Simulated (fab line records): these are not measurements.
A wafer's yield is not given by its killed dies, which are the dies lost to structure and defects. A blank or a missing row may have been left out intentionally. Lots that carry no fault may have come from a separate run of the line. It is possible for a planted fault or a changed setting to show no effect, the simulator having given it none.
One fault through the eyes of 2 desks + flow gf180mcu + only its own numbers are on each desk; what lay behind them is given at the end

## AT THE METROLOGY DESK
Means of the sampled wafers that have a number, per lot and without regard to the tool the lot ran on: this is what the gauges read. Any lot whose mean is over 4 standard deviations away from the usual mean is out of limits and marked OUT; that distance is given in the brackets.
Columns: A = V2_BOW at GF_V2_BOW_MEAS_05, usual 99 um; B = cd nm at GF_V2_CD_MEAS_14, usual 260.4 nm
| lot  | first seen here | A   | B               |
|------|-----------------|-----|-----------------|
| L878 | day 19 19:00    | 96  | 261.5           |
| L879 | day 20 05:37    | 101 | 260.5           |
| L880 | day 20 10:31    | 94  | 259.5           |
| L881 | day 20 17:00    | 106 | 259.3           |
| L882 | day 21 03:16    | 103 | 261.3           |
| L883 | day 21 14:07    | 94  | 260.7           |
| L888 | day 23 08:04    | 109 | 261.0           |
| L889 | day 24 00:05    | 102 | 260.1           |
| L890 | day 24 02:29    | 91  | 259.7           |
| L893 | day 25 00:35    | 99  | 262.1           |
| L899 | day 26 19:11    | 96  | 260.2           |
| L900 | day 27 02:37    | 98  | 270.9 (+10) OUT |
Finding of this desk: L900 out of limits; the first was L900 at day 27 23:08, on cd nm at GF_V2_CD_MEAS_14. Within limits: L878, L879, L880, L881, L882, L883, L888, L889, L890, L893, L899.

## FOR THE TOOL OWNER'S DESK: krf scanner-02
The tool's own readings at GF_V2_EXPOSE_11 (exposes mask Via2, target cd 260 nm): means of the sampled wafers that have a number, for each lot that ran on this tool. Any lot whose mean is over 4 standard deviations away from the usual mean is out of limits and marked OUT; that distance is given in the brackets.
Columns: A = exposure dose mJ cm2 at GF_V2_EXPOSE_11, usual 38.00
| lot  | first seen here | A                |
|------|-----------------|------------------|
| L878 | day 20 07:22    | 37.97            |
| L879 | day 20 18:00    | 37.97            |
| L881 | day 21 05:49    | 37.96            |
| L893 | day 25 10:59    | 38.01            |
| L900 | day 27 13:11    | 37.70 (-8.0) OUT |
Finding of this desk: L900 out of limits; the first was L900 at day 27 13:11, on exposure dose mJ cm2 at GF_V2_EXPOSE_11. Within limits: L878, L879, L881, L893.

## TAKEN TOGETHER
On L900, at day 27 13:11, an alarm was possible from the tool owner's desk.
The metrology desk could have raised an alarm at day 27 23:08, on L900.
On krf scanner-02, each named lot ran GF_V2_EXPOSE_11.

## WHAT WAS PUT IN BY THE SIMULATOR
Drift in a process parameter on krf scanner-02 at GF_V2_EXPOSE_11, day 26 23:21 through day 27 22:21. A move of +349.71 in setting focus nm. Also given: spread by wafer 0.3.
Shown lots that were struck: L900.
Delay (hours) between the fault's onset and each desk's first out-of-limits reading: 14 at the tool owner's desk, 24 at the metrology desk.
